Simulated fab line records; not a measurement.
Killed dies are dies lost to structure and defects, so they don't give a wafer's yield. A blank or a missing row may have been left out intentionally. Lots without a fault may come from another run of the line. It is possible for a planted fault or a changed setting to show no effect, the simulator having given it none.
2 desks, one fault	flow sky130	each desk holds nothing but its own numbers, with what lay behind them at the end

THE METROLOGY DESK
What the gauges read, lot by lot, whatever tool the lot ran on: means of the sampled wafers that have a number. Any lot whose mean is over 4 standard deviations away from the usual mean is out of limits and marked OUT; that distance is given in the brackets.
Columns: A = FIELD_ISO_OXIDATION_01_THK at SKY_FIELD_ISO_THK_MEAS_23, usual 10.11 nm; B = VT_ADJUST_LVTN_TW at SKY_VT_ADJUST_LVTN_TW_MEAS_10, usual 242.9; C = VT_ADJUST_LVTN_2_TW at SKY_VT_ADJUST_LVTN_TW_MEAS_21, usual 188.0; D = SONOS_TUNNEL_TW at SKY_SONOS_TUNNEL_TW_MEAS_12, usual 198
lot	first seen here	A	B	C	D
L330	day 2 05:10	10.37	239.9	190.5	202
L331	day 2 13:01	10.56	242.1	185.3	202
L332	day 2 18:11	10.26	239.5	188.1	202
L333	day 2 23:22	9.98	239.5	185.2	198
L334	day 3 04:49	9.90	246.6	187.7	202
L335	day 3 07:40	10.11	241.5	185.4	201
L337	day 3 18:07	10.17	242.2	190.8	199
L339	day 4 08:52	9.84	242.3	190.1	201
L341	day 4 16:23	9.80	243.7	186.4	202
L342	day 4 20:24	9.82	30.6 (-71) OUT	191.7	197
L343	day 5 04:09	10.28	30.3 (-71) OUT	187.0	193
L347	day 5 22:31	10.18	247.6	185.4	202
L352	day 7 00:52	10.08	240.1	191.7	198
L353	day 7 07:00	10.04	241.8	191.0	201
Per this desk, out of limits: L342, L343; the first was L342, day 10 02:49 (VT_ADJUST_LVTN_TW at SKY_VT_ADJUST_LVTN_TW_MEAS_10). L330, L331, L332, L333, L334, L335, L337, L339, L341, L347, L352, L353 stayed within limits.

TOOL OWNER'S DESK, plasma_asher-03
The tool's own readings at SKY_VT_ADJUST_HVTP_STRIP_10 (strips in O2/N2): means of the sampled wafers that have a number, for each lot that ran on this tool. Any lot whose mean is over 4 standard deviations away from the usual mean is out of limits and marked OUT; that distance is given in the brackets.
Columns: A = chamber_pressure_mTorr at SKY_VT_ADJUST_HVTP_STRIP_10, usual 1500.0 mTorr; B = drypump_motor_current_A at SKY_VT_ADJUST_HVTP_STRIP_10, usual 6.11 A; C = oes_product_au at SKY_VT_ADJUST_HVTP_STRIP_10, usual 0.716 a.u.; D = strip_time_to_endpoint_s at SKY_VT_ADJUST_HVTP_STRIP_10, usual 14.19 s
lot	first seen here	A	B	C	D
L330	day 5 21:52	1500.6	6.22	0.718	14.19
L333	day 6 19:56	1500.4	6.27	0.721	14.21
L335	day 7 06:41	1499.5	6.26	0.709	14.15
L337	day 7 19:47	1500.3	6.24	0.714	14.27
L347	day 10 13:13	1500.1	6.24	0.712	14.15
Finding of this desk: none of the 5 lots has anything out of limits.

TAKEN TOGETHER
Metrology desk: alarm possible at day 10 02:49 on L342, L343.
The tool owner's desk saw nothing out of limits.
The tool owner's desk has no number on record for L342, L343.
The lots listed all ran SKY_VT_ADJUST_HVTP_STRIP_10 on plasma_asher-03.

WHAT HAD BEEN PUT IN BY THE SIMULATOR
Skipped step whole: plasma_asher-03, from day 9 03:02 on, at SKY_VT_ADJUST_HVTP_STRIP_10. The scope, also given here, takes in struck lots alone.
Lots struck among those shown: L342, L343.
Time in hours between the start of the fault and the first out-of-limits reading at each desk: metrology desk, 24.
